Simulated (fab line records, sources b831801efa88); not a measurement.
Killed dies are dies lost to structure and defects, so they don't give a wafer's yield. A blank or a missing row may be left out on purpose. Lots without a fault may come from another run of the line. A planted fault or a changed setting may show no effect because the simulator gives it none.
One fault seen from 2 desks | flow sky130 | each desk has only its own numbers; what lay behind them comes last

THE METROLOGY DESK
What the gauges read, lot by lot, whatever tool the lot ran on: means of the sampled wafers that have a number. A lot is out of limits, marked OUT, if its mean lies more than 4 standard deviations from the usual mean; the brackets give that distance.
Columns: A = NWELL_RS at SKY_NWELL_RS_MEAS_29, usual 625.3 ohm/sq; B = cd_nm at SKY_VT_ADJUST_HVTP_CD_MEAS_07, usual 379.0 nm
lot  | first seen here | A     | B
L874 | day 5 13:56     | 625.5 | 379.0
L875 | day 5 19:04     | 627.1 | 380.1
L877 | day 6 03:59     | 626.0 | 381.2
L878 | day 6 09:35     | 627.1 | 381.8
L880 | day 6 20:44     | 624.9 | 382.1
L883 | day 7 15:04     | 627.0 | 382.1
L884 | day 8 04:31     | 625.1 | 375.8
L886 | day 8 13:10     | 624.4 | 379.9
L890 | day 9 08:55     | 625.6 | 381.1
L893 | day 10 02:07    | 626.3 | 383.9
L894 | day 10 10:14    | 623.7 | 374.1
L895 | day 10 15:25    | 625.0 | 376.6
L896 | day 10 23:52    | 623.5 | 376.3
L897 | day 11 07:35    | 623.9 | 378.1
This desk's finding: nothing out of limits on any of the 14 lots.

THE TOOL OWNER'S DESK: litho_track-01
The tool's own readings at SKY_NWELL_DEVELOP_22 (develop time 60 s): means of the sampled wafers that have a number, for each lot that ran on this tool. A lot is out of limits, marked OUT, if its mean lies more than 4 standard deviations from the usual mean; the brackets give that distance.
Columns: A = developer_temp_C at SKY_NWELL_DEVELOP_22, usual 23.00 C
lot  | first seen here | A
L874 | day 5 13:00     | 22.92
L875 | day 5 18:00     | 22.93
L877 | day 6 03:00     | 22.89
L883 | day 7 14:00     | 25.17 (+20) OUT
L884 | day 8 03:00     | 25.29 (+21) OUT
L886 | day 8 12:00     | 25.48 (+23) OUT
L895 | day 10 14:00    | 22.96
L896 | day 10 23:00    | 23.03
L897 | day 11 06:00    | 22.95
This desk's finding: out of limits on L883, L884, L886; first on L883, day 7 14:00 (developer_temp_C at SKY_NWELL_DEVELOP_22). In limits: L874, L875, L877, L895, L896, L897.

PUT TOGETHER
The tool owner's desk could have raised an alarm at day 7 14:00, on L883, L884, L886.
The metrology desk saw nothing out of limits.
The metrology desk has L883, L884, L886 on record, within its limits.
Of the lots named, all ran SKY_NWELL_DEVELOP_22 on litho_track-01.

WHAT THE SIMULATOR HAD PUT IN
Process parameter drift: litho_track-01, from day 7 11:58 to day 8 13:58, at SKY_NWELL_DEVELOP_22. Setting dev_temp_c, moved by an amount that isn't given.
Lots struck among those shown: L883, L884, L886.
Hours from the fault's start to each desk's first reading out of limits: the tool owner's desk, 2.
